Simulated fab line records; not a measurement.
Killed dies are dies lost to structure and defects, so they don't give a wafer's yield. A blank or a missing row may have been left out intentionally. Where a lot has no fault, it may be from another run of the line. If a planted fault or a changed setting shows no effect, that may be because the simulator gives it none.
Which of the tools did it?	flow sky130	7 lots, 21 wafers sampled, at 2 steps of a route of 708

## WHAT EACH GAUGE READ, for each wafer
SKY_VIA1_THK_MEAS_01.
lot	measured	on	VIA1_HDPCVD_THK (nm)
L912	day 33 04:31	filmMetro-04	1048 1019 1040
L915	day 34 04:56	filmMetro-04	1033 1045 1018
L919	day 35 14:07	filmMetro-01	1016 1031 1017
L927	day 38 07:35	filmMetro-04	1002 1015 1015
L930	day 38 21:30	filmMetro-02	1027 1016 1015
L932	day 39 07:14	filmMetro-01	1029 1015 1016
L934	day 39 22:29	filmMetro-04	1029 1020 1018

## TOOL THAT RAN EACH LOT (tool first, then ch and the chambers of the sampled wafers, then the start)
lot	SKY_METAL1_ETCH_18
L912	rieMetal-03 ch 0,1, day 33 03:40
L915	rieMetal-02 ch 0,1, day 34 04:05
L919	rieMetal-02 ch 0,1, day 35 13:16
L927	rieMetal-03 ch 0,1, day 38 06:22
L930	rieMetal-01 ch 0,1, day 38 20:38
L932	rieMetal-03 ch 0,1, day 39 06:21
L934	rieMetal-02 ch 0, day 39 21:28
- SKY_METAL1_ETCH_18: etches BARC in N2/H2, stops on SiO2, time 45.9 s, target depth 60 nm.

## THE ANSWER, worked out from the rows above alone
Rule: the usual values come from the lots themselves. Put in order of their means at a reading, lots are off if they are a third of the lots or fewer, leave a main group of 4 or more, and stand apart from it by a gap of 3 or more times the standard deviation of the main group's means; of several such gaps the widest counts. Not used: any main group whose means are identical at the precision the tables above print for the reading. Also off: a lot with no number at a reading for which 4 or more lots have one. Where the step has rows for the other lots, those lots are counted as sound.
Across all readings shown, no lot is off: no conclusion can be drawn from this.

## WHAT THE SIMULATOR HAD INSERTED
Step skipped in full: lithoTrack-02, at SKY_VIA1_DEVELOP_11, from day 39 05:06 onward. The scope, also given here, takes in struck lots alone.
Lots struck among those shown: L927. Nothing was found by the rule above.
